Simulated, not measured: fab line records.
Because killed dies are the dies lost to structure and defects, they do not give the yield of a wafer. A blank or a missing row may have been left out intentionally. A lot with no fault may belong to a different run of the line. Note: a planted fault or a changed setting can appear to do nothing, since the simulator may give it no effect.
Which tool is to blame? / flow gf180mcu / Sampling: 11 lots, 33 wafers, 3 of 602 route steps

WHAT THE GAUGES SHOWED, per wafer
GF_MIM_THK_MEAS_06.
lot=L773; measured=day 24 10:43; on=filmMetro-04; MIM_CVD_05_THK (nm)=41.5 41.5 41.9
lot=L774; measured=day 24 17:16; on=filmMetro-03; MIM_CVD_05_THK (nm)=41.5 41.3 41.4
lot=L775; measured=day 25 05:51; on=filmMetro-04; MIM_CVD_05_THK (nm)=42.1 42.2 41.5
lot=L778; measured=day 26 08:00; on=filmMetro-04; MIM_CVD_05_THK (nm)=41.6 41.4 41.3
lot=L779; measured=day 26 16:07; on=filmMetro-02; MIM_CVD_05_THK (nm)=41.3 40.8 42.3
lot=L783; measured=day 27 20:05; on=filmMetro-03; MIM_CVD_05_THK (nm)=41.7 42.2 42.2
lot=L787; measured=day 28 23:01; on=filmMetro-03; MIM_CVD_05_THK (nm)=41.7 42.5 42.0
lot=L788; measured=day 29 13:04; on=filmMetro-04; MIM_CVD_05_THK (nm)=41.2 42.7 41.8
lot=L792; measured=day 30 15:53; on=filmMetro-03; MIM_CVD_05_THK (nm)=42.2 42.9 42.8
lot=L794; measured=day 31 08:02; on=filmMetro-02; MIM_CVD_05_THK (nm)=41.4 41.8 41.6
lot=L796; measured=day 31 08:28; on=filmMetro-02; MIM_CVD_05_THK (nm)=41.9 41.2 41.7

GF_MIM_THK_MEAS_11: measures by xrf.
lot=L773; measured=day 24 10:59; on=filmMetro-02; MIM_ALCU_THK (nm)=197.8 197.2 197.7
lot=L774; measured=day 24 17:32; on=filmMetro-04; MIM_ALCU_THK (nm)=200.3 198.9 198.4
lot=L775; measured=day 25 06:08; on=filmMetro-03; MIM_ALCU_THK (nm)=194.6 199.1 201.2
lot=L778; measured=day 26 08:17; on=filmMetro-04; MIM_ALCU_THK (nm)=197.3 200.0 200.9
lot=L779; measured=day 26 16:23; on=filmMetro-04; MIM_ALCU_THK (nm)=198.3 196.1 196.6
lot=L783; measured=day 27 20:22; on=filmMetro-04; MIM_ALCU_THK (nm)=197.3 201.0 198.6
lot=L787; measured=day 28 23:18; on=filmMetro-04; MIM_ALCU_THK (nm)=198.7 197.7 197.5
lot=L788; measured=day 29 13:20; on=filmMetro-02; MIM_ALCU_THK (nm)=197.7 196.7 198.1
lot=L792; measured=day 30 16:10; on=filmMetro-03; MIM_ALCU_THK (nm)=203.5 199.7 198.3
lot=L794; measured=day 31 08:19; on=filmMetro-02; MIM_ALCU_THK (nm)=197.1 197.6 194.8
lot=L796; measured=day 31 08:44; on=filmMetro-02; MIM_ALCU_THK (nm)=198.7 198.4 197.6

WHAT TOOL EACH LOT RAN ON (gives the tool, then ch and the chambers of the sampled wafers, and finally the start)
lot=L773; GF_V4_ETCH_16=rieDiel-03 ch 0,3, day 24 09:04
lot=L774; GF_V4_ETCH_16=rieDiel-02 ch 1,2,3, day 24 15:39
lot=L775; GF_V4_ETCH_16=rieDiel-02 ch 0,2,3, day 25 03:42
lot=L778; GF_V4_ETCH_16=rieDiel-02 ch 0,2, day 26 06:21
lot=L779; GF_V4_ETCH_16=rieDiel-01 ch 1,2,3, day 26 14:30
lot=L783; GF_V4_ETCH_16=rieDiel-02 ch 2,3, day 27 18:28
lot=L787; GF_V4_ETCH_16=rieDiel-02 ch 1,2, day 28 21:25
lot=L788; GF_V4_ETCH_16=rieDiel-01 ch 0,1,2, day 29 11:27
lot=L792; GF_V4_ETCH_16=rieDiel-03 ch 1,2,3, day 30 14:16
lot=L794; GF_V4_ETCH_16=rieDiel-01 ch 0,1, day 31 06:25
lot=L796; GF_V4_ETCH_16=rieDiel-03 ch 0,3, day 31 06:51
- GF_V4_ETCH_16: etches BARC in N2/H2.

AS READ BY THE TOOLS THEMSELVES (means over the sampled wafers that have a number; for cases with no such wafer, the mark the record gives instead)
GF_V4_ETCH_16.
lot=L773; tool=rieDiel-03; biasW (W)=100.19; drypumpMotorCurrentA (A)=5.6; oesProductAu (a.u.)=0.852; rfFwdPowerW (W)=495.4; throttleValvePct (%)=13.216
lot=L774; tool=rieDiel-02; biasW (W)=99.94; drypumpMotorCurrentA (A)=6.2; oesProductAu (a.u.)=0.856; rfFwdPowerW (W)=497.4; throttleValvePct (%)=13.217
lot=L775; tool=rieDiel-02; biasW (W)=99.69; drypumpMotorCurrentA (A)=6.1; oesProductAu (a.u.)=0.857; rfFwdPowerW (W)=496.4; throttleValvePct (%)=13.227
lot=L778; tool=rieDiel-02; biasW (W)=100.11; drypumpMotorCurrentA (A)=6.0; oesProductAu (a.u.)=0.856; rfFwdPowerW (W)=496.2; throttleValvePct (%)=13.223
lot=L779; tool=rieDiel-01; biasW (W)=100.03; drypumpMotorCurrentA (A)=5.6; oesProductAu (a.u.)=0.852; rfFwdPowerW (W)=496.5; throttleValvePct (%)=13.230
lot=L783; tool=rieDiel-02; biasW (W)=99.93; drypumpMotorCurrentA (A)=6.1; oesProductAu (a.u.)=0.855; rfFwdPowerW (W)=497.2; throttleValvePct (%)=13.223
lot=L787; tool=rieDiel-02; biasW (W)=100.21; drypumpMotorCurrentA (A)=6.1; oesProductAu (a.u.)=0.848; rfFwdPowerW (W)=497.2; throttleValvePct (%)=13.232
lot=L788; tool=rieDiel-01; biasW (W)=99.98; drypumpMotorCurrentA (A)=5.3; oesProductAu (a.u.)=0.851; rfFwdPowerW (W)=497.4; throttleValvePct (%)=13.224
lot=L792; tool=rieDiel-03; biasW (W)=100.11; drypumpMotorCurrentA (A)=6.0; oesProductAu (a.u.)=0.854; rfFwdPowerW (W)=495.8; throttleValvePct (%)=13.226
lot=L794; tool=rieDiel-01; biasW (W)=99.75; drypumpMotorCurrentA (A)=5.1; oesProductAu (a.u.)=0.852; rfFwdPowerW (W)=497.3; throttleValvePct (%)=13.226
lot=L796; tool=rieDiel-03; biasW (W)=99.74; drypumpMotorCurrentA (A)=5.6; oesProductAu (a.u.)=0.857; rfFwdPowerW (W)=493.9; throttleValvePct (%)=13.220

THE ANSWER, worked out from the rows above alone
Rule: usual is defined by the lots themselves. Put in order of their means at a reading, lots are off if they are a third of the lots or fewer, leave a main group of 4 or more, and stand apart from it by a gap of 3 or more times the standard deviation of the main group's means; of several such gaps the widest counts. Not used: any main group whose means are identical at the precision the tables above print for the reading. Also off: a lot with no number at a reading for which 4 or more lots have one. The other lots that the step has rows for count as sound. The gauges are gone through in route order, then the tools' own readings, and for those a lot's mean is taken as printed above. The first step at which some lot is off is used, and at that step the reading that is off furthest; a lot without a number counts as furthest.
Across all readings shown, no lot is off: no conclusion can be drawn from this.

WHAT THE SIMULATOR HAD INSERTED
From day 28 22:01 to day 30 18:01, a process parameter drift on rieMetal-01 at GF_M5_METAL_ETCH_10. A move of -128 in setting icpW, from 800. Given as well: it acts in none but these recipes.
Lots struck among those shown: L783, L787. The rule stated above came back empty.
